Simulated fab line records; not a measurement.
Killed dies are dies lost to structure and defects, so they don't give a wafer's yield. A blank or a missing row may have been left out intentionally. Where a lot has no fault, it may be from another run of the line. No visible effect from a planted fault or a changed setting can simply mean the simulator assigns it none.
Struck lot and sound lot, side by side | flow gf180mcu | 15 steps out of a route of 602
Sound: these wafers, L350.1, L350.2, L350.6. Wafers L372.1, L372.4, L372.5 were the ones struck. The cause is named last.
Each step with rows lists, per side, the tool, then ch with its chambers, then its first start. Under that, the readings that differ: sound wafers | struck wafers | difference of the means | sigmas: that difference in standard deviations of wafers without a fault.
alike: readings whose means differ by less than 2 such deviations, and words and numbers that are the same on both sides. not compared: withheld readings, readings that some wafer has no value for, bounds like >300 that may hide the same value, and numbers for which the record gives no deviation and whose values overlap.
Wherever a step has rows on one side only, a row that says differs or no value, or a row with sigmas, the two part there. When numbers do not overlap yet have no deviation, they are printed without sigmas and do not part them. Lack of a reading on every wafer of one side parts them only where that side has two or more wafers.

first, 2 steps without rows for these wafers: GF_DUAL_GATE_CLEAN_01 (cleans in dHF, time 20 s); GF_DUAL_GATE_OXIDATION_02 (stabilise 600 s, purge 300 s, target thk 10.887 nm).
GF_DUAL_GATE_THK_MEAS_03:
  struck on film metro-02, day 14 06:10; sound on film metro-01, day 7 10:22
  alike: DUAL_GATE_OXIDATION_00_THK
then, 3 steps without rows for these wafers: GF_DUAL_GATE_DEHYDRATE_04 (time 60 s); GF_DUAL_GATE_HMDS_05 (prime time 60 s); GF_DUAL_GATE_COAT_06 (resist thk 1000 nm).
GF_DUAL_GATE_SOFTBAKE_07: time 62.9 s.
  sound on litho track-02 ch 0, day 7 17:22; struck on litho track-02 ch 0, day 14 16:10
  alike: plate sensor t centre C, plate sensor t edge C
then, 3 steps without rows for these wafers: GF_DUAL_GATE_EXPOSE_08 (exposes mask Dualgate, target cd 700 nm); GF_DUAL_GATE_PEB_09; GF_DUAL_GATE_DEVELOP_10 (develop time 60 s).
GF_DUAL_GATE_OVL_MEAS_11:
  struck on overlay-02, day 15 02:52; sound on overlay-02, day 8 02:34
  reading            | sound          | struck      | difference | sigmas
  DUAL_GATE_OVL (nm) | -2.7 -2.9 -1.8 | 1.5 0.3 2.9 | +4.0       | +3
then, 1 step without rows for these wafers: GF_DUAL_GATE_WET_ETCH_12 (etches SiO2 in dHF, target depth 13 nm, time 260 s).
GF_DUAL_GATE_STRIP_13: strips in O2/N2.
  sound on plasma asher-04 ch 0,1, day 8 02:41; struck on plasma asher-04 ch 0,1, day 15 02:59
  no value came back on the struck wafers for any of 5 readings (chamber pressure mTorr (mTorr), drypump motor current A (A) and others); on the sound wafers chamber pressure mTorr (mTorr) reads 1501.8 1499.1 1499.2
  reading                                        | sound | struck         | difference | sigmas
  model.NOVOLAK_of_DUAL_GATE_COAT_06.thk nm (nm) | 0 0 0 | 1001 1002 1002 | +1002      |
  not compared: rf hours counter h
then, 1 step without rows for these wafers: GF_DUAL_GATE_CLEAN_14 (cleans in SC1/SC2, time 150 s).
-- here the record skips 20 days between the struck wafers' starts before and after, leaving off in module DUAL_GATE and picking up in module PASSIVATION (first step shown: number 602 of the route) --
GF_PASSIVATION_PROBE_99:
  the record has rows for the struck wafers here (prober-01, day 35 02:47) and none for the sound ones

WHERE THEY PART
First at GF_DUAL_GATE_OVL_MEAS_11; last, within this record, at GF_PASSIVATION_PROBE_99.

WHY: the cause the simulator had injected
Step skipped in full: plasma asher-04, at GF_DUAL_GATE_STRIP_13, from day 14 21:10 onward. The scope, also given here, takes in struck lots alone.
